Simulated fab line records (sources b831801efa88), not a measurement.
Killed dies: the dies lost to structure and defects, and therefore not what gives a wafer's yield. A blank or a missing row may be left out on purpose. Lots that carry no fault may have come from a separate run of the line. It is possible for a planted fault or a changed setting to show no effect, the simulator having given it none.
A lot that was struck, set against a sound lot -- flow gf180mcu -- 15 out of 602 route steps
Sound: the wafers L359.1, L359.3, L359.5. Wafers L370.2, L370.4, L370.5 were the ones struck. The cause is named last.
Each step with rows lists, per side, the tool, then ch with its chambers, then its first start. Under that, the readings that differ: sound wafers -- struck wafers -- difference of the means -- sigmas: that difference in standard deviations of wafers without a fault.
alike: a reading whose means differ by less than 2 such deviations, as well as words and numbers matching on both sides. not compared: withheld readings; readings where some wafer has no value; bounds like >300 that might hide an equal value; numbers whose values overlap and for which the record gives no deviation.
The two part at a step that has a row with sigmas, a row that says differs or no value, or rows on one side only. Numbers that have no deviation but don't overlap get no sigmas and don't part them. A reading missing from all wafers of one side parts the sides only when that side holds two or more wafers.

first, 4 steps without rows for these wafers: GF_V4_SOFTBAKE_10 (time 62.05 s); GF_V4_EXPOSE_11 (exposes mask Via4, target cd 260 nm); GF_V4_PEB_12 (peb time 90 s); GF_V4_DEVELOP_13 (develop time 60 s).
GF_V4_CD_MEAS_14: target cd 260 nm.
  struck on cd_sem-01, day 28 22:19; sound on cd_sem-01, day 25 02:51
  alike: cd_nm
GF_V4_OVL_MEAS_15:
  struck on overlay-02, day 28 22:26; sound on overlay-02, day 25 02:58
  alike: V4_OVL
GF_V4_ETCH_16: etches BARC in N2/H2.
  sound on rie_diel-03 ch 1,2, day 25 03:01; struck on rie_diel-02 ch 0,1,2, day 28 22:28
  alike: drypump_motor_current_A, h2_flow_sccm, oes_product_au, rf_fwd_power_W, throttle_valve_pct
GF_V4_ETCH_17: etches SiO2 in C4F8/O2/Ar, stops on TiN, target depth 630 nm.
  sound: rie_diel-03 ch 1,2; struck: rie_diel-02 ch 0,1,2
  alike: oes_product_au, rf_fwd_power_W
GF_V4_STRIP_18: strips in O2/N2.
  sound on plasma_asher-04 ch 0,1, day 25 03:08; struck on plasma_asher-02 ch 0,1, day 28 22:35
reading,sound,struck,difference,sigmas
heater_power_w (W),293 313 291,375 331 375,+61,+2
  alike: drypump_motor_current_A, oes_product_au
  not compared: rf_hours_counter_h
then, 2 steps without rows for these wafers: GF_V4_STRIP_19 (strips in post etch residue remover, time 1200 s); GF_V4_CLEAN_20 (cleans in DIW).
GF_V4_SPUTTER_21: material Ti, target thk 15 nm, time 80.02 s.
  struck on pvd_sputter-03, day 28 23:07; sound on pvd_sputter-03, day 25 03:42
  alike: throttle_valve_pct
GF_V4_SPUTTER_22: material TiN, target thk 10 nm, time 40 s.
  struck on pvd_sputter-03, day 28 23:11; sound on pvd_sputter-03, day 25 03:46
reading,sound,struck,difference,sigmas
model.TiN_of_V4_SPUTTER_22.thk_nm (nm),10.12 9.84 9.846,3.417 3.459 3.455,-6.492,
  alike: throttle_valve_pct
GF_V4_CVD_23: deposits W, target thk 350 nm, time 104.9 s.
  sound on cvd_w-02 ch 0,1, day 25 03:48; struck on cvd_w-01 ch 0,1, day 28 23:13
  alike: heater_power_w
-- the record jumps here: 4 days lie between the struck wafers' starts before and after (it left off in module V4 and takes up again in module PASSIVATION, whose first step shown is number 602 of the route) --
GF_PASSIVATION_PROBE_99:
  struck on prober-02, day 32 22:02; sound on prober-02, day 29 16:08
reading,sound,struck,difference,sigmas
model.etest.via4_chain.rc_ohm,6.33 6.373 6.389,- - -,no value on the struck wafers,
model.etest.ldpmos_10p0.under_floor,0 0 0,1 1 1,+1,
model.etest.ldnmos_10p0.open,0 0 0,1 1 1,+1,
model.etest.nplus_u.open,0 0 0,1 1 1,+1,
model.etest.iso_dnwell_dnwell.under_floor,0 0 0,1 1 1,+1,
model.etest.nmos_3p3_min.open,0 0 0,1 1 1,+1,
model.etest.nmos_6p0_turned.open,0 0 0,1 1 1,+1,
model.etest.iso_nwell_nwell.under_floor,0 0 0,1 1 1,+1,

== WHERE THEY PART ==
First at GF_V4_STRIP_18; last, within this record, at GF_PASSIVATION_PROBE_99.

WHY: the cause the simulator had injected
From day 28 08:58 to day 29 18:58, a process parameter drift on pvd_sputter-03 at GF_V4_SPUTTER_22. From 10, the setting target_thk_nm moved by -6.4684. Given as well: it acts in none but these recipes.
